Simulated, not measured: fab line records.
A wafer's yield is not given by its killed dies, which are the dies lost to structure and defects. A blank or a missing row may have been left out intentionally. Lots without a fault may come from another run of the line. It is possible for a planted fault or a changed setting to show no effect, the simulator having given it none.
A lot that was struck, set against a sound lot    flow gf180mcu    15 out of 602 route steps
Sound: the wafers L122.1, L122.3, L122.5. Struck: wafers L128.1, L128.2, L128.5. Last of all comes the cause.
For every step that has rows: the tool of each side, followed by ch and its chambers, followed by its first start. Under that, the readings that differ: sound wafers    struck wafers    difference of the means    sigmas: that difference in standard deviations of wafers without a fault.
alike: words and numbers the same on both sides, and readings whose means are apart by under 2 such deviations; not compared: readings that were withheld, readings missing a value for some wafer, numbers with overlapping values and no deviation given by the record, and bounds like >300 which may hide the same value.
The two part at a step that has a row with sigmas, a row that says differs or no value, or rows on one side only. When numbers do not overlap yet have no deviation, they are printed without sigmas and do not part them. A reading missing from all wafers of one side parts the sides only when that side holds two or more wafers.

GF_M5_ETCH_09: etches Si3N4 in CF4/O2, target depth 52 nm, time 11.6 s.
  sound on rie-diel-03 ch 0,1,2, day 27 07:14; struck on rie-diel-04 ch 0,1,3, day 28 21:54
  alike: drypump-motor-current-A, oes-product-au, throttle-valve-pct
  not compared: rf-hours-counter-h
GF_M5_METAL_ETCH_10: etches the open film in Cl2/BCl3, stops on SiO2, target depth 750.8 nm, time 125.1 s.
  sound on rie-metal-01 ch 1, day 27 07:16; struck on rie-metal-03 ch 0,1, day 28 21:56
  alike: drypump-motor-current-A, mfc-cl2-sccm, oes-product-au, throttle-valve-pct
  not compared: rf-hours-counter-h
GF_M5_STRIP_11: strips in O2/N2.
  sound on plasma-asher-03 ch 0,1, day 27 07:31; struck on plasma-asher-03 ch 0,1, day 28 22:03
  alike: drypump-motor-current-A, heater-power-w, oes-product-au, strip-time-to-endpoint-s
  not compared: rf-hours-counter-h
then, 3 steps without rows for these wafers: GF_M5_STRIP_12 (strips in post etch residue remover, time 1200 s); GF_M5_CLEAN_13 (cleans in DIW); GF_V5_CVD_00 (deposits SiO2, target thk 300 nm, time 50 s).
GF_V5_THK_MEAS_01:
  sound on film-metro-04, day 27 08:10; struck on film-metro-02, day 28 22:40
  alike: V5_CVD_00_THK
GF_V5_CVD_02: deposits SiO2 from TEOS, target thk 1450 nm, time 163.28 s.
  sound on pecvd-01 ch 0,2, day 27 08:13; struck on pecvd-03 ch 1,2, day 28 22:43
  alike: heater-power-w, susceptor-temp-C
GF_V5_THK_MEAS_03:
  sound on film-metro-02, day 27 08:19; struck on film-metro-04, day 28 22:50
  alike: V5_CVD_02_THK
GF_V5_CMP_04: polishes SiO2.
  sound on cmp-01 ch 1,3, day 27 08:29; struck on cmp-01 ch 0,1,2, day 28 22:59
  alike: head-pressure-psi, motor-current-A
GF_V5_BOW_MEAS_05:
  sound on film-metro-02, day 27 08:44; struck on film-metro-04, day 28 23:11
  alike: V5_BOW
then, 1 step without rows for these wafers: GF_V5_DEHYDRATE_06 (time 60 s).
GF_V5_HMDS_07: prime time 60 s.
  sound on litho-track-04 ch 0, day 27 17:38; struck on litho-track-01 ch 0, day 29 08:25
reading           sound                 struck                difference  sigmas
prime-temp-c (C)  120.05 120.28 120.18  124.95 125.20 125.05  +4.90       +35
  alike: resist-line-temp-C
next, for these wafers, 1 step has no rows: GF_V5_COAT_08.
GF_PASSIVATION_PROBE_99:
  the record has rows for the sound wafers here (prober-01, day 29 22:44) and none for the struck ones

== WHERE THEY PART ==
First at GF_V5_HMDS_07; last, within this record, at GF_PASSIVATION_PROBE_99.

WHY: the cause the simulator had injected
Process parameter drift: litho-track-01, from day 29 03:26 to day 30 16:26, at GF_V5_HMDS_07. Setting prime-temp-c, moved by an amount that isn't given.
